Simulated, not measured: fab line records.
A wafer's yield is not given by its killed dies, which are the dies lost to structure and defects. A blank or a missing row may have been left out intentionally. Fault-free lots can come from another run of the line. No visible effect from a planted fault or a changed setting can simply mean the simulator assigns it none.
fab line records :: flow sky130 :: part 2 of 2: steps 27 to 39 of 39
[record]
  lots = 5
  wafers = 15
  lastDay = 49
route steps=708 shown RES_PROTECT@212 POLY_GATE@213 LDD_N@237
lots that met no fault: taken from a fault-free run of the same line
startH: hours from the record's first day to the start of the lot's first wafer shown :: waitH: hours from the lot's prior step to this one :: " unchanged from the row above :: L1.1+2: several wafers, shown together as one row :: - no value present, or no start provided :: * or withheld: withheld :: < > ~ a bound
route shown NAME@n: names a module that has steps shown in the file, with the first one's number in the route :: usual: mean/standard deviation taken from wafers without a fault :: same: alike in all rows :: chamber/n: place in a boat :: sites: each site's reading :: _std_site: standard deviation across them :: _edge_site: the outer-site mean with the inner-site mean subtracted :: radiusMm: how far each site lies from the wafer's centre :: mask NAME#n: copy n :: behind: tool/chamber where the wafer was last shaped :: hold: cause of the lot's hold/its duration in hours/its outcome :: device: whichever transistor did not switch (one of n, p or np) :: end of line: the tests these same wafers got at the end of their route :: a step with no rows: only its recipe :: killed: not the wafer's yield, but the dies lost to structure and defects at the first sort :: map: shows each die of a wafer: x if killed, . if not, _ if none is there
set.NAME: the run value of the setting; set.NAME@STEP: its run value at that earlier step :: model.NAME: the simulator's own value behind a step, which no gauge read
certain route steps with their lots: each step a table, each wafer a row
services: a tool's chamber out of use, with start hour (startH, from the record's first day; less than 0 if before it), hours out, and reason
[[steps]]
[step SKY_LDD_N_HMDS_01]
[recipe]
  primeTimeS = 60
  primeTempC = 120
[usual]
  primeTempC = 119.99/0.13
lot.wafer: L084.1
tool: lithoTrack-01
chamber: 0
startH: 490.78
waitH: 0.1
primeTempC: 120.14

lot.wafer: L084.4
tool: lithoTrack-01
chamber: 0
startH: 490.78
waitH: 0.1
primeTempC: 120.09

lot.wafer: L084.6
tool: lithoTrack-01
chamber: 0
startH: 490.78
waitH: 0.1
primeTempC: 119.85

lot.wafer: L088.2
tool: lithoTrack-02
chamber: 0
startH: 517.45
waitH: 0.1
primeTempC: 119.90

lot.wafer: L088.3
tool: lithoTrack-02
chamber: 0
startH: 517.45
waitH: 0.1
primeTempC: 120.11

lot.wafer: L088.6
tool: lithoTrack-02
chamber: 0
startH: 517.45
waitH: 0.1
primeTempC: 120.04

lot.wafer: L090.1
tool: lithoTrack-01
chamber: 0
startH: 526.98
waitH: 0.1
primeTempC: 120.02

lot.wafer: L090.2
tool: lithoTrack-01
chamber: 0
startH: 526.98
waitH: 0.1
primeTempC: 119.89

lot.wafer: L090.6
tool: lithoTrack-01
chamber: 0
startH: 526.98
waitH: 0.1
primeTempC: 120.17

lot.wafer: L092.1
tool: lithoTrack-01
chamber: 0
startH: 553.88
waitH: 0.1
primeTempC: 120.10

lot.wafer: L092.2
tool: lithoTrack-01
chamber: 0
startH: 553.88
waitH: 0.1
primeTempC: 120.06

lot.wafer: L092.4
tool: lithoTrack-01
chamber: 0
startH: 553.88
waitH: 0.1
primeTempC: 119.91

lot.wafer: L093.3
tool: lithoTrack-02
chamber: 0
startH: 559.97
waitH: 0.1
primeTempC: 119.81

lot.wafer: L093.5
tool: lithoTrack-02
chamber: 0
startH: 559.97
waitH: 0.1
primeTempC: 120.03

lot.wafer: L093.6
tool: lithoTrack-02
chamber: 0
startH: 559.97
waitH: 0.1
primeTempC: 119.79
[step SKY_LDD_N_COAT_02]
[recipe]
  resist = NOVOLAK
  spinRpm = 3000
  resistThkNm = 300
lot.wafer: L084.1+4+6
tool: lithoTrack-01
chamber: 0
startH: 490.93
waitH: 0.1

lot.wafer: L088.2+3+6
tool: lithoTrack-02
chamber: 0
startH: 517.60
waitH: 0.1

lot.wafer: L090.1+2+6
tool: lithoTrack-01
chamber: 0
startH: 527.13
waitH: 0.1

lot.wafer: L092.1+2+4
tool: lithoTrack-01
chamber: 0
startH: 554.03
waitH: 0.1

lot.wafer: L093.3+5+6
tool: lithoTrack-02
chamber: 0
startH: 560.12
waitH: 0.1
[step SKY_LDD_N_SOFTBAKE_03]
[recipe]
  tempC = 90
  timeS = 60
  resist = NOVOLAK
lot.wafer: L084.1+4+6
tool: lithoTrack-01
chamber: 0
startH: 491.08
waitH: 0.1

lot.wafer: L088.2+3+6
tool: lithoTrack-02
chamber: 0
startH: 517.75
waitH: 0.1

lot.wafer: L090.1+2+6
tool: lithoTrack-01
chamber: 0
startH: 527.28
waitH: 0.1

lot.wafer: L092.1+2+4
tool: lithoTrack-01
chamber: 0
startH: 554.18
waitH: 0.1

lot.wafer: L093.3+5+6
tool: lithoTrack-02
chamber: 0
startH: 560.27
waitH: 0.1
[step SKY_LDD_N_EXPOSE_04]
[recipe]
  maskId = NTM
  targetCdNm = 840
  na = 0.6
  sourceShape = conventional
  sigmaOuter = 0.6
  doseMj = 110
lot.wafer: L084.1+4+6
tool: ilineStepper-02
chamber: 0
startH: -
waitH: -
mask: NTM#0

lot.wafer: L088.2+3+6
tool: ilineStepper-01
chamber: 0
startH: -
waitH: -
mask: NTM#0

lot.wafer: L090.1+2+6
tool: ilineStepper-01
chamber: 0
startH: -
waitH: -
mask: NTM#0

lot.wafer: L092.1+2+4
tool: ilineStepper-01
chamber: 0
startH: -
waitH: -
mask: NTM#0

lot.wafer: L093.3+5+6
tool: ilineStepper-01
chamber: 0
startH: -
waitH: -
mask: NTM#0
[step SKY_LDD_N_PEB_05]
[recipe]
  tempC = withheld
  timeS = *
  resist = NOVOLAK
lot.wafer: L084.1+4+6
tool: lithoTrack-04
chamber: 0
startH: -
waitH: -

lot.wafer: L088.2+3+6
tool: lithoTrack-02
chamber: 0
startH: -
waitH: -

lot.wafer: L090.1+2+6
tool: lithoTrack-04
chamber: 0
startH: -
waitH: -

lot.wafer: L092.1+2+4
tool: lithoTrack-04
chamber: 0
startH: -
waitH: -

lot.wafer: L093.3+5+6
tool: lithoTrack-01
chamber: 0
startH: -
waitH: -
[step SKY_LDD_N_DEVELOP_06]
[recipe]
  developTimeS = 60
  devTempC = 23
lot.wafer: L084.1+4+6
tool: lithoTrack-04
chamber: 0
startH: 504.96
waitH: 0.1

lot.wafer: L088.2+3+6
tool: lithoTrack-02
chamber: 0
startH: 532.50
waitH: 0.1

lot.wafer: L090.1+2+6
tool: lithoTrack-04
chamber: 0
startH: 542.41
waitH: 0.1

lot.wafer: L092.1+2+4
tool: lithoTrack-04
chamber: 0
startH: 567.46
waitH: 0.1

lot.wafer: L093.3+5+6
tool: lithoTrack-01
chamber: 0
startH: 575.08
waitH: 0.1
[step SKY_LDD_N_OVL_MEAS_07]
[usual]
  LDD_N_OVL = -1.2/1.3
lot.wafer: L084.1
tool: overlay-02
chamber: -
startH: 505.11
waitH: 0.1
LDD_N_OVL[nm]: 1.1

lot.wafer: L084.4
tool: overlay-02
chamber: -
startH: 505.11
waitH: 0.1
LDD_N_OVL[nm]: 1.3

lot.wafer: L084.6
tool: overlay-02
chamber: -
startH: 505.11
waitH: 0.1
LDD_N_OVL[nm]: 0.4

lot.wafer: L088.2
tool: overlay-02
chamber: -
startH: 532.63
waitH: 0.1
LDD_N_OVL[nm]: -2.7

lot.wafer: L088.3
tool: overlay-02
chamber: -
startH: 532.63
waitH: 0.1
LDD_N_OVL[nm]: -2.4

lot.wafer: L088.6
tool: overlay-02
chamber: -
startH: 532.63
waitH: 0.1
LDD_N_OVL[nm]: -1.7

lot.wafer: L090.1
tool: overlay-02
chamber: -
startH: 542.56
waitH: 0.1
LDD_N_OVL[nm]: 0.5

lot.wafer: L090.2
tool: overlay-02
chamber: -
startH: 542.56
waitH: 0.1
LDD_N_OVL[nm]: -1.2

lot.wafer: L090.6
tool: overlay-02
chamber: -
startH: 542.56
waitH: 0.1
LDD_N_OVL[nm]: -0.4

lot.wafer: L092.1
tool: overlay-01
chamber: -
startH: 567.61
waitH: 0.1
LDD_N_OVL[nm]: -1.4

lot.wafer: L092.2
tool: overlay-01
chamber: -
startH: 567.61
waitH: 0.1
LDD_N_OVL[nm]: -0.5

lot.wafer: L092.4
tool: overlay-01
chamber: -
startH: 567.61
waitH: 0.1
LDD_N_OVL[nm]: -0.6

lot.wafer: L093.3
tool: overlay-02
chamber: -
startH: 575.19
waitH: 0.1
LDD_N_OVL[nm]: 0.2

lot.wafer: L093.5
tool: overlay-02
chamber: -
startH: 575.19
waitH: 0.1
LDD_N_OVL[nm]: -1.2

lot.wafer: L093.6
tool: overlay-02
chamber: -
startH: 575.19
waitH: 0.1
LDD_N_OVL[nm]: 0.1
[step SKY_LDD_N_IMPLANT_08]
[recipe]
  species = As
  energyKev = 20
  doseCm2 = 7.5e+13
  tiltDeg = withheld
  rotationDeg = 23
[usual]
  faradayCurrentUA = 422/8
lot.wafer: L084.1
tool: implanter-02
chamber: 0
startH: 505.14
waitH: 0.0
faradayCurrentUA: 431

lot.wafer: L084.4
tool: implanter-02
chamber: 0
startH: 505.14
waitH: 0.0
faradayCurrentUA: 431

lot.wafer: L084.6
tool: implanter-02
chamber: 0
startH: 505.14
waitH: 0.0
faradayCurrentUA: 428

lot.wafer: L088.2
tool: implanter-03
chamber: 0
startH: 532.68
waitH: 0.0
faradayCurrentUA: 418

lot.wafer: L088.3
tool: implanter-03
chamber: 0
startH: 532.68
waitH: 0.0
faradayCurrentUA: 420

lot.wafer: L088.6
tool: implanter-03
chamber: 0
startH: 532.68
waitH: 0.0
faradayCurrentUA: 413

lot.wafer: L090.1
tool: implanter-03
chamber: 0
startH: 542.59
waitH: 0.0
faradayCurrentUA: 427

lot.wafer: L090.2
tool: implanter-03
chamber: 0
startH: 542.59
waitH: 0.0
faradayCurrentUA: 412

lot.wafer: L090.6
tool: implanter-03
chamber: 0
startH: 542.59
waitH: 0.0
faradayCurrentUA: 422

lot.wafer: L092.1
tool: implanter-03
chamber: 0
startH: 567.64
waitH: 0.0
faradayCurrentUA: 426

lot.wafer: L092.2
tool: implanter-03
chamber: 0
startH: 567.64
waitH: 0.0
faradayCurrentUA: 424

lot.wafer: L092.4
tool: implanter-03
chamber: 0
startH: 567.64
waitH: 0.0
faradayCurrentUA: 427

lot.wafer: L093.3
tool: implanter-03
chamber: 0
startH: 575.26
waitH: 0.1
faradayCurrentUA: 415

lot.wafer: L093.5
tool: implanter-03
chamber: 0
startH: 575.26
waitH: 0.1
faradayCurrentUA: 416

lot.wafer: L093.6
tool: implanter-03
chamber: 0
startH: 575.26
waitH: 0.1
faradayCurrentUA: 409
[step SKY_LDD_N_IMPLANT_09]
[recipe]
  species = As
  energyKev = 20
  doseCm2 = 7.5e+13
  tiltDeg = withheld
  rotationDeg = 113
[usual]
  faradayCurrentUA = 424/8.4
lot.wafer: L084.1
tool: implanter-02
chamber: 0
startH: 505.29
waitH: 0.1
faradayCurrentUA: 432

lot.wafer: L084.4
tool: implanter-02
chamber: 0
startH: 505.29
waitH: 0.1
faradayCurrentUA: 429

lot.wafer: L084.6
tool: implanter-02
chamber: 0
startH: 505.29
waitH: 0.1
faradayCurrentUA: 424

lot.wafer: L088.2
tool: implanter-03
chamber: 0
startH: 532.83
waitH: 0.1
faradayCurrentUA: 435

lot.wafer: L088.3
tool: implanter-03
chamber: 0
startH: 532.83
waitH: 0.1
faradayCurrentUA: 428

lot.wafer: L088.6
tool: implanter-03
chamber: 0
startH: 532.83
waitH: 0.1
faradayCurrentUA: 436

lot.wafer: L090.1
tool: implanter-03
chamber: 0
startH: 542.74
waitH: 0.1
faradayCurrentUA: 422

lot.wafer: L090.2
tool: implanter-03
chamber: 0
startH: 542.74
waitH: 0.1
faradayCurrentUA: 413

lot.wafer: L090.6
tool: implanter-03
chamber: 0
startH: 542.74
waitH: 0.1
faradayCurrentUA: 433

lot.wafer: L092.1
tool: implanter-03
chamber: 0
startH: 567.79
waitH: 0.1
faradayCurrentUA: 428

lot.wafer: L092.2
tool: implanter-03
chamber: 0
startH: 567.79
waitH: 0.1
faradayCurrentUA: 424

lot.wafer: L092.4
tool: implanter-03
chamber: 0
startH: 567.79
waitH: 0.1
faradayCurrentUA: 433

lot.wafer: L093.3
tool: implanter-03
chamber: 0
startH: 575.41
waitH: 0.1
faradayCurrentUA: 430

lot.wafer: L093.5
tool: implanter-03
chamber: 0
startH: 575.41
waitH: 0.1
faradayCurrentUA: 435

lot.wafer: L093.6
tool: implanter-03
chamber: 0
startH: 575.41
waitH: 0.1
faradayCurrentUA: 435
[step SKY_LDD_N_IMPLANT_10]
[recipe]
  species = As
  energyKev = 20
  doseCm2 = 7.5e+13
  tiltDeg = withheld
  rotationDeg = 203
[usual]
  faradayCurrentUA = 423/8.5
lot.wafer: L084.1
tool: implanter-02
chamber: 0
startH: 505.44
waitH: 0.1
faradayCurrentUA: 427

lot.wafer: L084.4
tool: implanter-02
chamber: 0
startH: 505.44
waitH: 0.1
faradayCurrentUA: 427

lot.wafer: L084.6
tool: implanter-02
chamber: 0
startH: 505.44
waitH: 0.1
faradayCurrentUA: 423

lot.wafer: L088.2
tool: implanter-03
chamber: 0
startH: 532.98
waitH: 0.1
faradayCurrentUA: 440

lot.wafer: L088.3
tool: implanter-03
chamber: 0
startH: 532.98
waitH: 0.1
faradayCurrentUA: 408

lot.wafer: L088.6
tool: implanter-03
chamber: 0
startH: 532.98
waitH: 0.1
faradayCurrentUA: 424

lot.wafer: L090.1
tool: implanter-03
chamber: 0
startH: 542.89
waitH: 0.1
faradayCurrentUA: 435

lot.wafer: L090.2
tool: implanter-03
chamber: 0
startH: 542.89
waitH: 0.1
faradayCurrentUA: 421

lot.wafer: L090.6
tool: implanter-03
chamber: 0
startH: 542.89
waitH: 0.1
faradayCurrentUA: 427

lot.wafer: L092.1
tool: implanter-03
chamber: 0
startH: 567.94
waitH: 0.1
faradayCurrentUA: 423

lot.wafer: L092.2
tool: implanter-03
chamber: 0
startH: 567.94
waitH: 0.1
faradayCurrentUA: 421

lot.wafer: L092.4
tool: implanter-03
chamber: 0
startH: 567.94
waitH: 0.1
faradayCurrentUA: 402

lot.wafer: L093.3
tool: implanter-03
chamber: 0
startH: 575.56
waitH: 0.1
faradayCurrentUA: 419

lot.wafer: L093.5
tool: implanter-03
chamber: 0
startH: 575.56
waitH: 0.1
faradayCurrentUA: 421

lot.wafer: L093.6
tool: implanter-03
chamber: 0
startH: 575.56
waitH: 0.1
faradayCurrentUA: 422
[step SKY_LDD_N_IMPLANT_11]
[recipe]
  species = As
  energyKev = 20
  doseCm2 = 7.5e+13
  tiltDeg = withheld
  rotationDeg = 293
[usual]
  faradayCurrentUA = 424/9
lot.wafer: L084.1
tool: implanter-02
chamber: 0
startH: 505.59
waitH: 0.1
faradayCurrentUA: 415

lot.wafer: L084.4
tool: implanter-02
chamber: 0
startH: 505.59
waitH: 0.1
faradayCurrentUA: 429

lot.wafer: L084.6
tool: implanter-02
chamber: 0
startH: 505.59
waitH: 0.1
faradayCurrentUA: 410

lot.wafer: L088.2
tool: implanter-03
chamber: 0
startH: 533.13
waitH: 0.1
faradayCurrentUA: 436

lot.wafer: L088.3
tool: implanter-03
chamber: 0
startH: 533.13
waitH: 0.1
faradayCurrentUA: 415

lot.wafer: L088.6
tool: implanter-03
chamber: 0
startH: 533.13
waitH: 0.1
faradayCurrentUA: 428

lot.wafer: L090.1
tool: implanter-03
chamber: 0
startH: 543.04
waitH: 0.1
faradayCurrentUA: 415

lot.wafer: L090.2
tool: implanter-03
chamber: 0
startH: 543.04
waitH: 0.1
faradayCurrentUA: 428

lot.wafer: L090.6
tool: implanter-03
chamber: 0
startH: 543.04
waitH: 0.1
faradayCurrentUA: 432

lot.wafer: L092.1
tool: implanter-03
chamber: 0
startH: 568.09
waitH: 0.1
faradayCurrentUA: 423

lot.wafer: L092.2
tool: implanter-03
chamber: 0
startH: 568.09
waitH: 0.1
faradayCurrentUA: 414

lot.wafer: L092.4
tool: implanter-03
chamber: 0
startH: 568.09
waitH: 0.1
faradayCurrentUA: 415

lot.wafer: L093.3
tool: implanter-03
chamber: 0
startH: 575.71
waitH: 0.1
faradayCurrentUA: 417

lot.wafer: L093.5
tool: implanter-03
chamber: 0
startH: 575.71
waitH: 0.1
faradayCurrentUA: 436

lot.wafer: L093.6
tool: implanter-03
chamber: 0
startH: 575.71
waitH: 0.1
faradayCurrentUA: 452
[step SKY_LDD_N_IMPLANT_12]
[recipe]
  species = BF2
  energyKev = 50.67
  doseCm2 = 5e+12
  tiltDeg = 30
  rotationDeg = 0
[usual]
  faradayCurrentUA = 28.2/0.48
lot.wafer: L084.1
tool: implanter-02
chamber: 0
startH: 505.74
waitH: 0.1
faradayCurrentUA: 28.0

lot.wafer: L084.4
tool: implanter-02
chamber: 0
startH: 505.74
waitH: 0.1
faradayCurrentUA: 28.4

lot.wafer: L084.6
tool: implanter-02
chamber: 0
startH: 505.74
waitH: 0.1
faradayCurrentUA: 28.2

lot.wafer: L088.2
tool: implanter-03
chamber: 0
startH: 533.28
waitH: 0.1
faradayCurrentUA: 28.3

lot.wafer: L088.3
tool: implanter-03
chamber: 0
startH: 533.28
waitH: 0.1
faradayCurrentUA: 28.6

lot.wafer: L088.6
tool: implanter-03
chamber: 0
startH: 533.28
waitH: 0.1
faradayCurrentUA: 28.2

lot.wafer: L090.1
tool: implanter-03
chamber: 0
startH: 543.19
waitH: 0.1
faradayCurrentUA: 29.1

lot.wafer: L090.2
tool: implanter-03
chamber: 0
startH: 543.19
waitH: 0.1
faradayCurrentUA: 29.2

lot.wafer: L090.6
tool: implanter-03
chamber: 0
startH: 543.19
waitH: 0.1
faradayCurrentUA: 28.9

lot.wafer: L092.1
tool: implanter-03
chamber: 0
startH: 568.24
waitH: 0.1
faradayCurrentUA: 28.0

lot.wafer: L092.2
tool: implanter-03
chamber: 0
startH: 568.24
waitH: 0.1
faradayCurrentUA: 28.0

lot.wafer: L092.4
tool: implanter-03
chamber: 0
startH: 568.24
waitH: 0.1
faradayCurrentUA: 28.3

lot.wafer: L093.3
tool: implanter-03
chamber: 0
startH: 575.86
waitH: 0.1
faradayCurrentUA: 28.0

lot.wafer: L093.5
tool: implanter-03
chamber: 0
startH: 575.86
waitH: 0.1
faradayCurrentUA: 27.5

lot.wafer: L093.6
tool: implanter-03
chamber: 0
startH: 575.86
waitH: 0.1
faradayCurrentUA: 29.0
[step SKY_LDD_N_IMPLANT_13]
[recipe]
  species = BF2
  energyKev = 50
  doseCm2 = 5e+12
  tiltDeg = 30
  rotationDeg = 90
[usual]
  faradayCurrentUA = 28.2/0.59
lot.wafer: L084.1
tool: implanter-02
chamber: 0
startH: 505.89
waitH: 0.1
faradayCurrentUA: 27.5

lot.wafer: L084.4
tool: implanter-02
chamber: 0
startH: 505.89
waitH: 0.1
faradayCurrentUA: 29.3

lot.wafer: L084.6
tool: implanter-02
chamber: 0
startH: 505.89
waitH: 0.1
faradayCurrentUA: 29.2

lot.wafer: L088.2
tool: implanter-03
chamber: 0
startH: 533.43
waitH: 0.1
faradayCurrentUA: 27.6

lot.wafer: L088.3
tool: implanter-03
chamber: 0
startH: 533.43
waitH: 0.1
faradayCurrentUA: 27.2

lot.wafer: L088.6
tool: implanter-03
chamber: 0
startH: 533.43
waitH: 0.1
faradayCurrentUA: 29.3

lot.wafer: L090.1
tool: implanter-03
chamber: 0
startH: 543.34
waitH: 0.1
faradayCurrentUA: 27.5

lot.wafer: L090.2
tool: implanter-03
chamber: 0
startH: 543.34
waitH: 0.1
faradayCurrentUA: 28.9

lot.wafer: L090.6
tool: implanter-03
chamber: 0
startH: 543.34
waitH: 0.1
faradayCurrentUA: 28.7

lot.wafer: L092.1
tool: implanter-03
chamber: 0
startH: 568.39
waitH: 0.1
faradayCurrentUA: 27.3

lot.wafer: L092.2
tool: implanter-03
chamber: 0
startH: 568.39
waitH: 0.1
faradayCurrentUA: 27.2

lot.wafer: L092.4
tool: implanter-03
chamber: 0
startH: 568.39
waitH: 0.1
faradayCurrentUA: 29.0

lot.wafer: L093.3
tool: implanter-03
chamber: 0
startH: 576.01
waitH: 0.1
faradayCurrentUA: 28.7

lot.wafer: L093.5
tool: implanter-03
chamber: 0
startH: 576.01
waitH: 0.1
faradayCurrentUA: 28.8

lot.wafer: L093.6
tool: implanter-03
chamber: 0
startH: 576.01
waitH: 0.1
faradayCurrentUA: 28.8
[[services]]
tool: plasmaAsher-04
chamber: -
startH: 423.73
hours: 0.3
kind: repair

tool: implanter-03
chamber: -
startH: 430.03
hours: 4.2
kind: repair

tool: rieSi-02
chamber: 1
startH: 444.26
hours: 3.7
kind: repair

tool: krfScanner-01
chamber: -
startH: 450.99
hours: 0.8
kind: pm

tool: plasmaAsher-01
chamber: -
startH: 455.59
hours: 0.7
kind: repair

tool: furnace-01
chamber: -
startH: 461.37
hours: 3.4
kind: pm

tool: krfScanner-01
chamber: -
startH: 462.39
hours: 1.3
kind: pm

tool: krfScanner-02
chamber: -
startH: 477.67
hours: 0.8
kind: pm

tool: ilineStepper-01
chamber: -
startH: 479.15
hours: 1.7
kind: pm

tool: implanter-02
chamber: -
startH: 479.38
hours: 2.4
kind: repair

tool: krfScanner-02
chamber: -
startH: 492.85
hours: 1.2
kind: repair

tool: krfScanner-01
chamber: -
startH: 498.66
hours: 0.2
kind: repair

tool: krfScanner-02
chamber: -
startH: 499.91
hours: 1.0
kind: pm

tool: ilineStepper-01
chamber: -
startH: 500.97
hours: 10.7
kind: repair

tool: rieDiel-01
chamber: -
startH: 502.01
hours: 2.8
kind: pm

tool: implanter-03
chamber: -
startH: 502.23
hours: 4.6
kind: repair

tool: rieDiel-03
chamber: 2
startH: 509.36
hours: 7.3
kind: repair

tool: krfScanner-01
chamber: -
startH: 524.33
hours: 1.0
kind: pm

tool: rieSi-01
chamber: 1
startH: 534.74
hours: 4.4
kind: repair

tool: implanter-03
chamber: -
startH: 536.98
hours: 1.1
kind: repair

tool: rieDiel-03
chamber: 2
startH: 555.00
hours: 11.1
kind: repair

tool: rieDiel-03
chamber: 3
startH: 562.02
hours: 2.3
kind: repair

tool: implanter-02
chamber: -
startH: 565.87
hours: 3.2
kind: repair

tool: ilineStepper-01
chamber: -
startH: 570.05
hours: 7.3
kind: repair
